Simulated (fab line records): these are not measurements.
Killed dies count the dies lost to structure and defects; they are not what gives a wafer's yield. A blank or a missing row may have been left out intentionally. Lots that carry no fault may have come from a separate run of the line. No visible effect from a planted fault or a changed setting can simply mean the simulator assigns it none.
Lot-split experiment | flow gf180mcu | 23 wafers read from 5 lots, route of 602 steps

ON THE SPLIT
At GF_M2_EXPOSE_11 (exposes mask Metal2, target cd 280 nm), the setting dose mj was moved away from the recipe's 28 on 9 of the 23 wafers read, by -4.6% to +3.1%. The other wafers ran this setting at the recipe's value.

FROM THE SPLIT TO THE READING: what the file shows between them, 2 steps
- GF_M2_PEB_12: peb time 90 s
- GF_M2_DEVELOP_13: develop time 60 s

THE READING
cd nm (nm) at GF_M2_CD_MEAS_14, where the cd target is 280 nm. Typical for fault-free wafers on this fab line: 279.5 nm, with standard deviation 0.87 nm.

wafer  | tool, chamber at the split | dose mj as run | against the recipe | cd nm, nm | against lot-mates on the recipe
L074.1 | krf scanner-02, 0          | 28             | recipe             | 279.2     | -
L074.2 | krf scanner-02, 0          | 28             | recipe             | 279.2     | -
L074.3 | krf scanner-02, 0          | 28             | recipe             | 280.1     | -
L074.4 | krf scanner-02, 0          | 28             | recipe             | 279.7     | -
L074.5 | krf scanner-02, 0          | 28             | recipe             | 280.1     | -
L081.1 | krf scanner-02, 0          | 26.82          | -4.2%              | 287.9     | +7.1
L081.2 | krf scanner-02, 0          | 26.82          | -4.2%              | 287.3     | +6.5
L081.3 | krf scanner-02, 0          | 26.82          | -4.2%              | 287.9     | +7.1
L081.5 | krf scanner-02, 0          | 28             | recipe             | 280.4     | -
L081.6 | krf scanner-02, 0          | 28             | recipe             | 281.2     | -
L082.1 | krf scanner-01, 0          | 26.71          | -4.6%              | 286.6     | +6.6
L082.2 | krf scanner-01, 0          | 28             | recipe             | 279.6     | -
L082.4 | krf scanner-01, 0          | 28             | recipe             | 280.3     | -
L082.5 | krf scanner-01, 0          | 26.71          | -4.6%              | 287.3     | +7.3
L082.6 | krf scanner-01, 0          | 26.71          | -4.6%              | 286.7     | +6.7
L084.2 | krf scanner-02, 0          | 28             | recipe             | 277.1     | -
L084.4 | krf scanner-02, 0          | 28             | recipe             | 279.1     | -
L084.6 | krf scanner-02, 0          | 28             | recipe             | 278.6     | -
L085.1 | krf scanner-02, 0          | 28             | recipe             | 280.3     | -
L085.2 | krf scanner-02, 0          | 28             | recipe             | 280.0     | -
L085.3 | krf scanner-02, 0          | 28.87          | +3.1%              | 275.4     | -4.8
L085.4 | krf scanner-02, 0          | 28.87          | +3.1%              | 275.6     | -4.5
L085.6 | krf scanner-02, 0          | 28.87          | +3.1%              | 273.9     | -6.2

THE FIT
A straight line over all 23 wafers: cd nm changes by -1.66 nm for each +1% of dose mj; r = -0.98; the points scatter about the line by 0.95 nm.
The same after taking each lot's own level away (the mean of its wafers on the recipe; 23 wafers): -1.59 nm for each +1%; r = -0.99; scatter 0.56 nm.
On that fit, the largest move of dose mj shifts the reading by 7.3 nm.
The lots' own levels span 278.27 to 280.80 nm, that is 2.9 times the standard deviation above.
The two slopes are in agreement: the lot-to-lot level therefore moves the slope only a little.
Check: with one of the wafers moved furthest among these (-4.6%) left out of the fit, the line predicts +7.38 nm for it against its lot-mates. It came out at +6.65 nm against them.

OTHER SPLITS APPLIED TO THESE WAFERS
Note: prior to the reading, these wafers also went through further splits. Each is held against what the fit with the lots' levels taken away leaves over:
other split on the same wafers  | wafers away from the commonest value | r with cd nm (lot level and that fit taken away)
GF_M1_PEB_12 peb temp c         | 8                                    | +0.12
GF_M1_STRIP_17 power w          | 5                                    | +0.24
GF_V1_CMP_04 leave above ref nm | 8                                    | +0.24
GF_V1_COAT_09 resist thk nm     | 10                                   | +0.18

FILE'S OWN FIT
cd nm changes by -1.59 nm for each +1% of dose mj, r = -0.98.
